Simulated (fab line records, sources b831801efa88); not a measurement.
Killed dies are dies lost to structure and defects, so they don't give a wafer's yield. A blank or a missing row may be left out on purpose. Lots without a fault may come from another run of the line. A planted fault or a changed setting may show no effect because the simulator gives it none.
Split-lot experiment | flow sky130 | 5 lots, 23 wafers read, on a route of 708 steps

THE SPLIT
At SKY_VT_ADJUST_NCORE_DEVELOP_06 (develop time 60 s), the setting dev_temp_c was moved away from the recipe's 23 C on 8 of the 23 wafers read, by -12.9% to +10.5%. The other wafers ran this setting at the recipe's value.

The file shows no step between the split and the reading.

THE READING
cd_nm, in nm, at SKY_VT_ADJUST_NCORE_CD_MEAS_07 (target cd 380 nm). Fault-free wafers of this fab line usually give 379.8 nm, standard deviation 2.5 nm.

wafer  | tool, chamber at the split | dev_temp_c as run, C | against the recipe | cd_nm, nm | against lot-mates on the recipe
L076.2 | litho_track-02, 0          | 23                   | recipe             | 378.6     | -
L076.3 | litho_track-02, 0          | 23                   | recipe             | 376.3     | -
L076.4 | litho_track-02, 0          | 23                   | recipe             | 377.8     | -
L076.5 | litho_track-02, 0          | 23                   | recipe             | 377.6     | -
L076.6 | litho_track-02, 0          | 23                   | recipe             | 376.4     | -
L079.1 | litho_track-01, 0          | 25.42                | +10.5%             | 376.6     | -7.5
L079.2 | litho_track-01, 0          | 23                   | recipe             | 383.4     | -
L079.3 | litho_track-01, 0          | 25.42                | +10.5%             | 376.4     | -7.7
L079.4 | litho_track-01, 0          | 23                   | recipe             | 384.7     | -
L079.5 | litho_track-01, 0          | 23                   | recipe             | 384.2     | -
L080.1 | litho_track-02, 0          | 25.2                 | +9.6%              | 375.2     | -4.6
L080.3 | litho_track-02, 0          | 25.2                 | +9.6%              | 371.9     | -7.9
L080.4 | litho_track-02, 0          | 23                   | recipe             | 380.6     | -
L080.5 | litho_track-02, 0          | 25.2                 | +9.6%              | 371.3     | -8.5
L080.6 | litho_track-02, 0          | 23                   | recipe             | 379.0     | -
L081.1 | litho_track-04, 0          | 23                   | recipe             | 378.6     | -
L081.2 | litho_track-04, 0          | 23                   | recipe             | 378.1     | -
L081.6 | litho_track-04, 0          | 23                   | recipe             | 378.4     | -
L085.1 | litho_track-01, 0          | 23                   | recipe             | 382.1     | -
L085.2 | litho_track-01, 0          | 23                   | recipe             | 380.5     | -
L085.4 | litho_track-01, 0          | 20.04                | -12.9%             | 391.4     | +10.1
L085.5 | litho_track-01, 0          | 20.04                | -12.9%             | 391.0     | +9.7
L085.6 | litho_track-01, 0          | 20.04                | -12.9%             | 389.9     | +8.6

THE FIT
A straight line over all 23 wafers: cd_nm changes by -0.705 nm for each +1% of dev_temp_c; r = -0.87; the points scatter about the line by 2.7 nm.
The same after taking each lot's own level away (the mean of its wafers on the recipe; 23 wafers): -0.732 nm for each +1%; r = -0.98; scatter 0.91 nm.
On that fit, the largest move of dev_temp_c shifts the reading by 9.4 nm.
The lots' own levels span 377.34 to 384.10 nm, that is 2.7 times the standard deviation above.
So the lot-to-lot level changes the slope little: the two slopes agree.
Check: with one of the wafers moved furthest among these (-12.9%) left out of the fit, the line predicts +9.24 nm for it against its lot-mates. It came out at +10.1 nm against them.

OTHER SPLITS ON THESE WAFERS
These wafers also went through other splits before the reading. Each is held against what the fit with the lots' levels taken away leaves over:
other split on the same wafers           | wafers away from the commonest value | r with cd_nm (lot level and that fit taken away)
SKY_FIELD_ISO_EXPOSE_10 dose_mj          | 7                                    | -0.20
SKY_FIELD_ISO_ETCH_17 time_s             | 9                                    | -0.22
SKY_DNWELL_EXPOSE_04 dose_mj             | 9                                    | +0.31
SKY_PWDE_SOFTBAKE_03 temp_c              | 9                                    | +0.06
SKY_NWELL_IMPLANT_24 energy_kev          | 8                                    | +0.10
SKY_VT_ADJUST_HVTP_COAT_02 spin_rpm      | 8                                    | -0.14
SKY_VT_ADJUST_HVTP_EXPOSE_04 dose_mj     | 5                                    | +0.14
SKY_VT_ADJUST_LVTN_IMPLANT_08 energy_kev | 6                                    | -0.55

THE FILE'S OWN FIT
cd_nm changes by -0.729 nm for each +1% of dev_temp_c, r = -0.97.
